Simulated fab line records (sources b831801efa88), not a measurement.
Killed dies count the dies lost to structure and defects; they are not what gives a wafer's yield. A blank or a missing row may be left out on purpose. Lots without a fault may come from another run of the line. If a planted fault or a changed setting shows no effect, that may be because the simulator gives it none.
fab line records -- flow sky130
record: lots: 6, wafers: 18, last-day: 50
route steps=708 shown METAL2@506 VIA2@507 PAD_OPEN@708
lots that met no fault: from a run of the same line without faults
start-h: start of the lot's first displayed wafer, in hours after the record's first day -- wait-h: hours elapsed since this lot's preceding step -- " the same as in the row above -- L1.1+2: one row covering several wafers at once -- - either no value or no given start -- * or withheld: withheld -- < > ~ a bound
route shown NAME@n: NAME is a module with steps in the file, n the number in the route of the first one -- usual: mean/standard deviation taken from wafers without a fault -- same: alike in all rows -- chamber/n: place in a boat -- sites: readings site by site -- _std_site: standard deviation of those values -- _edge_site: inner sites' mean taken away from outer sites' mean -- radius-mm: how far each site lies from the wafer's centre -- mask NAME#n: copy n -- behind: the last tool/chamber to shape the wafer -- hold: what put the lot on hold/how long, in hours/how the hold closed -- device: the n, p or np transistor that did not switch -- end of line: the tests these same wafers got at the end of their route -- a step given without rows: its recipe and nothing more -- killed: not the wafer's yield, but the dies lost to structure and defects at the first sort -- map: dies across one wafer; x = killed, . = not, _ = none there
set.NAME: the setting the step ran with; set.NAME@STEP: the setting that earlier step ran with -- model.NAME: the simulator's own value behind a step, which no gauge read
a table for each step, a row for each wafer; lots at some steps of the route
services: when a tool's chamber went out of use (start-h, in hours from the record's first day, below 0 if earlier), for how many hours, and the reason
== steps ==
step: SKY_METAL2_CLEAN_23
recipe: chemistry: O3/DIW, dry: n2-spin
step: SKY_VIA2_HDPCVD_00
recipe: material: SiO2, target-thk-nm: 1180, sigma-open-frac: 0.3, time-s: 187.1, temp-c: 400, sih4-flow-sccm: 60, pressure-mtorr: 6
step: SKY_VIA2_THK_MEAS_01
recipe: reads: SiO2_of_VIA2_HDPCVD_00
usual: VIA2_HDPCVD_THK: 1119/14
lot.wafer,tool,chamber,start-h,wait-h,VIA2_HDPCVD_THK[nm]
L411.1,film-metro-02,-,833.67,0.1,1130
L411.2,film-metro-02,-,833.67,0.1,1127
L411.4,film-metro-02,-,833.67,0.1,1121
L420.2,film-metro-02,-,904.14,0.1,1127
L420.5,film-metro-02,-,904.14,0.1,1106
L420.6,film-metro-02,-,904.14,0.1,1125
L425.3,film-metro-01,-,942.13,0.1,1143
L425.4,film-metro-01,-,942.13,0.1,1129
L425.5,film-metro-01,-,942.13,0.1,1124
L426.3,film-metro-01,-,946.13,0.1,1130
L426.4,film-metro-01,-,946.13,0.1,1127
L426.6,film-metro-01,-,946.13,0.1,1087
L429.3,film-metro-01,-,969.04,0.1,1141
L429.5,film-metro-01,-,969.04,0.1,1133
L429.6,film-metro-01,-,969.04,0.1,1132
L431.1,film-metro-01,-,983.31,0.1,1135
L431.2,film-metro-01,-,983.31,0.1,1124
L431.6,film-metro-01,-,983.31,0.1,1130
step: SKY_VIA2_CMP_02
recipe: material: SiO2, down-force-psi: 4, platen-rpm: 60, pad-velocity-m-s: 0.94248
usual: motor-current-A: 12.5/1.3, platen-rpm: 60.00/0.035
lot.wafer,tool,chamber,start-h,wait-h,motor-current-A,platen-rpm
L411.2,cmp-02,2,833.78,0.1,13.4,60.03
L411.1,cmp-02,3,833.78,0.1,12.5,59.99
L411.4,cmp-02,0,833.78,0.1,11.9,60.09
L420.2,cmp-01,3,904.34,0.2,16.6,59.99
L420.5,cmp-01,0,904.34,0.2,11.7,59.95
L420.6,cmp-01,1,904.34,0.2,10.9,59.97
L425.3,cmp-01,0,942.17,0.0,12.4,60.02
L425.4,cmp-01,3,942.17,0.0,16.3,60.02
L425.5,cmp-01,1,942.17,0.0,11.0,60.03
L426.3,cmp-02,0,946.17,0.0,12.3,60.05
L426.4,cmp-02,1,946.17,0.0,12.3,60.01
L426.6,cmp-02,0,946.17,0.0,11.9,60.01
L429.3,cmp-01,0,969.23,0.2,12.0,59.95
L429.5,cmp-01,1,969.23,0.2,11.5,60.00
L429.6,cmp-01,2,969.23,0.2,12.0,60.07
L431.1,cmp-01,0,983.37,0.1,12.3,60.00
L431.2,cmp-01,2,983.37,0.1,11.4,59.93
L431.6,cmp-01,1,983.37,0.1,11.8,60.04
step: SKY_VIA2_BOW_MEAS_03
recipe: mode: bow
usual: VIA2_BOW: 85/6.8
lot.wafer,tool,chamber,start-h,wait-h,VIA2_BOW[um]
L411.1,film-metro-03,-,834.03,0.1,77
L411.2,film-metro-03,-,834.03,0.1,81
L411.4,film-metro-03,-,834.03,0.1,70
L420.2,film-metro-01,-,904.51,0.1,88
L420.5,film-metro-01,-,904.51,0.1,84
L420.6,film-metro-01,-,904.51,0.1,96
L425.3,film-metro-02,-,942.51,0.3,81
L425.4,film-metro-02,-,942.51,0.3,88
L425.5,film-metro-02,-,942.51,0.3,78
L426.3,film-metro-01,-,946.51,0.3,99
L426.4,film-metro-01,-,946.51,0.3,82
L426.6,film-metro-01,-,946.51,0.3,77
L429.3,film-metro-01,-,969.42,0.1,87
L429.5,film-metro-01,-,969.42,0.1,81
L429.6,film-metro-01,-,969.42,0.1,78
L431.1,film-metro-03,-,983.67,0.2,84
L431.2,film-metro-03,-,983.67,0.2,92
L431.6,film-metro-03,-,983.67,0.2,90
step: SKY_VIA2_DEHYDRATE_04
recipe: temp-c: 200, time-s: 60
step: SKY_VIA2_HMDS_05
recipe: prime-time-s: 60, prime-temp-c: 120
step: SKY_VIA2_COAT_06
recipe: resist: BARC, temp-c: withheld, time-s: withheld, spin-rpm: 2959, resist-thk-nm: 60
step: SKY_VIA2_COAT_07
recipe: resist: KrF-thick, spin-rpm: 3000, resist-thk-nm: 450
step: SKY_VIA2_SOFTBAKE_08
recipe: temp-c: 100, time-s: 90, resist: KrF-thick
step: SKY_VIA2_EXPOSE_09
recipe: mask-id: VIM2, na: 0.8, source-shape: annular, sigma-inner: 0.55, sigma-outer: 0.85, target-cd-nm: 200, dose-mj: 38
step: SKY_VIA2_PEB_10
recipe: peb-temp-c: withheld, peb-time-s: withheld, resist: KrF-thick
step: SKY_VIA2_DEVELOP_11
recipe: develop-time-s: 60, resist: KrF-thick, dev-temp-c: 21
usual: developer-temp-C: 20.99/0.11
lot.wafer,tool,chamber,start-h,wait-h,developer-temp-C
L411.1,litho-track-04,0,859,-,21.00
L411.2,litho-track-04,0,859,-,21.09
L411.4,litho-track-04,0,859,-,21.05
L420.2,litho-track-01,0,928,-,20.86
L420.5,litho-track-01,0,928,-,20.86
L420.6,litho-track-01,0,928,-,20.87
L425.3,litho-track-01,0,966,-,20.30
L425.4,litho-track-01,0,966,-,20.32
L425.5,litho-track-01,0,967,-,20.25
L426.3,litho-track-01,0,970,-,20.24
L426.4,litho-track-01,0,970,-,20.32
L426.6,litho-track-01,0,970,-,20.31
L429.3,litho-track-03,0,992,-,21.08
L429.5,litho-track-03,0,992,-,21.01
L429.6,litho-track-03,0,992,-,20.98
L431.1,litho-track-03,0,1007,-,20.91
L431.2,litho-track-03,0,1007,-,21.04
L431.6,litho-track-03,0,1007,-,20.83
step: SKY_VIA2_CD_MEAS_12
recipe: target-cd-nm: 200
usual: cd-nm: 200.4/1.5
lot.wafer,tool,chamber,start-h,wait-h,cd-nm
L411.1,cd-sem-01,-,859.32,-,200.0
L411.2,cd-sem-01,-,859.32,-,200.8
L411.4,cd-sem-01,-,859.32,-,201.4
L420.2,cd-sem-01,-,928.59,-,201.2
L420.5,cd-sem-01,-,928.59,-,201.8
L420.6,cd-sem-01,-,928.59,-,202.7
L425.3,cd-sem-01,-,967.11,-,197.6
L425.4,cd-sem-01,-,967.11,-,196.7
L425.5,cd-sem-01,-,967.11,-,197.0
L426.3,cd-sem-02,-,970.56,-,200.2
L426.4,cd-sem-02,-,970.56,-,200.3
L426.6,cd-sem-02,-,970.56,-,200.6
L429.3,cd-sem-02,-,992.73,-,203.0
L429.5,cd-sem-02,-,992.73,-,200.6
L429.6,cd-sem-02,-,992.73,-,202.7
L431.1,cd-sem-02,-,1007.26,-,199.8
L431.2,cd-sem-02,-,1007.26,-,200.6
L431.6,cd-sem-02,-,1007.26,-,200.2
step: SKY_PAD_OPEN_PROBE_99
usual: defect-limited-yield: 82.9/2, killed_at_M0_to_M3: 43/7, killed_at_M4_up: 3.0/1.9, killed-at-contacts: 24/4.6, killed-at-front-end: 15/4.1, killed-at-other: 0.3/0.52, killed-dies: 84/9.7, killed-on-rim: 16/3.6, killed-open: 46/6.9, killed-short: 38/6.8, sort_bin_3_pad_short: 0.8/0.41, sort_bin_5_function: 10.2/1.5, sort_bin_6_memory: 6.1/1.1, sort_bin_8_speed: 0.00/0.017, sort-n-pass: 408/9.7, sort-yield-pct: 82.9/2
same: gross-dies: 492, killed-at-back-side: 0, sort_bin_4_leakage[%]: 0
lot.wafer,tool,chamber,start-h,wait-h,defect-limited-yield[%],killed_at_M0_to_M3,killed_at_M4_up,killed-at-contacts,killed-at-front-end,killed-at-other,killed-dies,killed-on-rim,killed-open,killed-short,sort_bin_3_pad_short[%],sort_bin_5_function[%],sort_bin_6_memory[%],sort_bin_8_speed[%],sort-n-pass,sort-yield-pct[%]
L411.1,prober-01,-,1084.49,0.1,82.5,41,4,27,14,0,86,22,45,41,0.6,10.8,6.1,0,406,82.5
L411.2,prober-01,-,1084.54,0.1,85.0,39,2,13,19,1,74,16,39,34,1.4,6.7,6.9,0,418,85.0
L411.4,prober-01,-,1084.64,0.2,81.1,55,1,26,11,0,93,15,55,37,1.2,10.8,6.9,0,399,81.1
L420.2,prober-01,-,1138.93,0.1,84.3,43,2,20,12,0,77,14,43,34,0.6,9.6,5.5,0,415,84.3
L420.5,prober-01,-,1139.08,0.2,80.7,51,4,27,13,0,95,18,50,42,0.4,13.2,5.7,0.20,396,80.5
L420.6,prober-01,-,1139.13,0.2,83.9,46,4,20,8,1,79,19,44,35,0.6,8.3,7.1,0,413,83.9
L425.3,prober-02,-,1168.08,0.2,87.0,31,2,23,8,0,64,13,37,26,0.4,7.7,4.9,0,428,87.0
L425.4,prober-02,-,1168.13,0.2,80.9,55,2,26,10,1,94,25,52,42,0.6,10.2,8.3,0,398,80.9
L425.5,prober-02,-,1168.18,0.2,82.1,49,2,21,16,0,88,22,43,44,0.8,10.4,6.7,0,404,82.1
L426.3,prober-01,-,1169.38,0.2,82.9,39,4,21,19,1,84,12,45,39,0.6,10.4,6.1,0,408,82.9
L426.4,prober-01,-,1169.43,0.2,84.1,37,2,30,9,0,78,24,42,36,1.0,9.6,5.3,0,414,84.1
L426.6,prober-01,-,1169.53,0.2,84.3,41,1,23,12,0,77,15,45,31,1.2,9.8,4.7,0,415,84.3
L429.3,prober-02,-,1185.27,0.2,86.2,31,3,20,14,0,68,16,37,29,0.4,8.5,4.9,0,424,86.2
L429.5,prober-02,-,1185.37,0.2,83.7,50,2,20,8,0,80,11,55,25,0.2,11.4,4.7,0,412,83.7
L429.6,prober-02,-,1185.42,0.2,83.5,48,2,14,17,0,81,19,35,43,1.2,10.0,5.3,0,411,83.5
L431.1,prober-02,-,1194.58,0.1,82.1,43,3,22,20,0,88,16,44,44,1.0,10.8,6.1,0,404,82.1
L431.2,prober-02,-,1194.63,0.1,81.7,42,0,27,21,0,90,14,46,44,1.2,11.2,5.9,0,402,81.7
L431.6,prober-02,-,1194.83,0.2,80.7,52,1,25,16,1,95,20,43,52,1.0,11.6,6.7,0,397,80.7
killed by level:class
L411.1 VIA1:geometric-particle:open=10 CONTACT:geometric-particle:open=9 LI_CONTACT:geometric-particle:open=6 LOCAL_INTERCONNECT:geometric-particle:short=5 VIA3:geometric-particle:short=5 VIA1:geometric-particle:short=5 VIA3:geometric-particle:open=5 POLY_GATE:geometric-particle:open=4
L411.2 VIA1:geometric-particle:open=9 VIA3:geometric-particle:open=7 FIELD_ISO:geometric-particle:short=6 VIA2:geometric-particle:open=6 METAL2:geometric-particle:short=5 CONTACT:geometric-particle:short=4 POLY_GATE:geometric-particle:open=3 FIELD_ISO:geometric-particle:open=3
L411.4 VIA1:geometric-particle:open=14 METAL1:geometric-particle:short=12 CONTACT:geometric-particle:open=9 LI_CONTACT:geometric-particle:open=8 CONTACT:geometric-particle:short=5 VIA1:geometric-particle:short=5 VIA2:geometric-particle:open=5 METAL1:geometric-particle:open=4
L420.2 VIA2:geometric-particle:open=8 CONTACT:geometric-particle:open=7 VIA3:geometric-particle:open=7 METAL2:geometric-particle:short=6 LI_CONTACT:geometric-particle:open=5 VIA1:geometric-particle:open=5 FIELD_ISO:geometric-particle:short=4 LI_CONTACT:geometric-particle:short=4
L420.5 VIA1:geometric-particle:open=10 CONTACT:geometric-particle:open=9 VIA3:geometric-particle:open=8 METAL1:geometric-particle:short=7 LI_CONTACT:geometric-particle:open=7 LOCAL_INTERCONNECT:geometric-particle:short=6 METAL2:geometric-particle:short=6 VIA2:geometric-particle:short=5
L420.6 VIA1:geometric-particle:open=10 VIA2:geometric-particle:open=9 VIA3:geometric-particle:open=7 LI_CONTACT:geometric-particle:open=6 LI_CONTACT:geometric-particle:short=4 METAL1:geometric-particle:open=4 LOCAL_INTERCONNECT:geometric-particle:short=4 CONTACT:geometric-particle:open=4
L425.3 VIA1:geometric-particle:open=10 VIA2:geometric-particle:open=8 LI_CONTACT:geometric-particle:open=7 CONTACT:geometric-particle:open=7 METAL1:geometric-particle:short=4 CONTACT:geometric-particle:short=4 FIELD_ISO:geometric-particle:short=3 POLY_GATE:geometric-particle:short=3
L425.4 VIA1:geometric-particle:open=14 LI_CONTACT:geometric-particle:open=11 VIA2:geometric-particle:open=11 METAL1:geometric-particle:short=9 CONTACT:geometric-particle:open=8 VIA2:geometric-particle:short=7 POLY_GATE:geometric-particle:short=4 CONTACT:geometric-particle:short=4
L425.5 VIA1:geometric-particle:open=9 FIELD_ISO:geometric-particle:short=8 CONTACT:geometric-particle:open=8 METAL1:geometric-particle:short=8 VIA2:geometric-particle:open=8 VIA1:geometric-particle:short=7 LOCAL_INTERCONNECT:geometric-particle:short=4 VIA3:geometric-particle:short=4
L426.3 VIA1:geometric-particle:open=11 CONTACT:geometric-particle:open=7 FIELD_ISO:geometric-particle:short=6 LOCAL_INTERCONNECT:geometric-particle:short=5 METAL1:geometric-particle:open=5 VIA3:geometric-particle:open=5 FIELD_ISO:geometric-particle:open=4 CONTACT:geometric-particle:short=4
L426.4 CONTACT:geometric-particle:open=13 CONTACT:geometric-particle:short=7 VIA1:geometric-particle:open=7 VIA3:geometric-particle:open=7 LOCAL_INTERCONNECT:geometric-particle:short=6 METAL1:geometric-particle:short=4 VIA2:geometric-particle:open=4 LI_CONTACT:geometric-particle:open=3
L426.6 CONTACT:geometric-particle:open=10 VIA1:geometric-particle:open=9 VIA3:geometric-particle:open=6 METAL1:geometric-particle:short=6 LI_CONTACT:geometric-particle:open=5 METAL2:geometric-particle:short=5 POLY_GATE:geometric-particle:short=4 CONTACT:geometric-particle:short=4
L429.3 LI_CONTACT:geometric-particle:open=6 VIA1:geometric-particle:open=6 LI_CONTACT:geometric-particle:short=5 CONTACT:geometric-particle:open=5 METAL1:geometric-particle:short=5 VIA2:geometric-particle:short=5 FIELD_ISO:geometric-particle:open=4 POLY_GATE:geometric-particle:short=4
L429.5 VIA1:geometric-particle:open=14 VIA2:geometric-particle:open=12 LI_CONTACT:geometric-particle:open=7 METAL2:geometric-particle:short=6 CONTACT:geometric-particle:open=5 METAL2:geometric-particle:open=4 CONTACT:geometric-particle:short=4 VIA2:geometric-particle:short=3
L429.6 VIA1:geometric-particle:open=10 METAL1:geometric-particle:short=7 METAL2:geometric-particle:short=6 CONTACT:geometric-particle:open=5 CONTACT:geometric-particle:short=5 VIA1:geometric-particle:short=5 VIA2:geometric-particle:short=4 VIA3:geometric-particle:short=4
L431.1 VIA1:geometric-particle:open=8 VIA2:geometric-particle:open=7 CONTACT:geometric-particle:open=7 LI_CONTACT:geometric-particle:open=6 CONTACT:geometric-particle:short=6 METAL3:geometric-particle:short=6 METAL1:geometric-particle:short=5 VIA2:geometric-particle:short=5
L431.2 CONTACT:geometric-particle:short=8 VIA3:geometric-particle:open=8 CONTACT:geometric-particle:open=7 VIA2:geometric-particle:open=7 FIELD_ISO:geometric-particle:short=6 LI_CONTACT:geometric-particle:open=6 LOCAL_INTERCONNECT:geometric-particle:short=6 METAL1:geometric-particle:short=6
L431.6 LI_CONTACT:geometric-particle:open=8 VIA2:geometric-particle:open=8 VIA3:geometric-particle:open=8 VIA1:geometric-particle:short=7 METAL1:geometric-particle:short=7 POLY_GATE:geometric-particle:short=6 CONTACT:geometric-particle:open=6 METAL2:geometric-particle:short=6
== services ==
tool,chamber,start-h,hours,kind
cmp-01,-,844.32,9.9,repair
cmp-02,-,894.87,0.9,repair
cmp-01,-,924.25,4.0,pm
cmp-01,-,928.25,-,consumable-replace:conditioner
cmp-01,-,928.25,-,consumable-replace:pad
cmp-01,-,934.09,0.4,repair
cmp-02,-,951.13,0.7,repair
cmp-02,-,989.56,0.9,repair
== key ==
first-sign: step: SKY_VIA2_DEVELOP_11, reading: developer-temp-C, direction: down, sigmas: 6.6, usual: *, struck: *
effect none on later readings
met-at SKY_VIA2_DEVELOP_11
struck-wafers L425.3,L425.4,L425.5,L426.3,L426.4,L426.6
onset-between 928 966
fault: kind: process-parameter-drift, tool: litho-track-01, chamber: -, onset-h: 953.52, steps: SKY_VIA2_DEVELOP_11, channel: dev-temp-c, offset: *, shape: step, end-h: 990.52, acts-in: *, stated: *
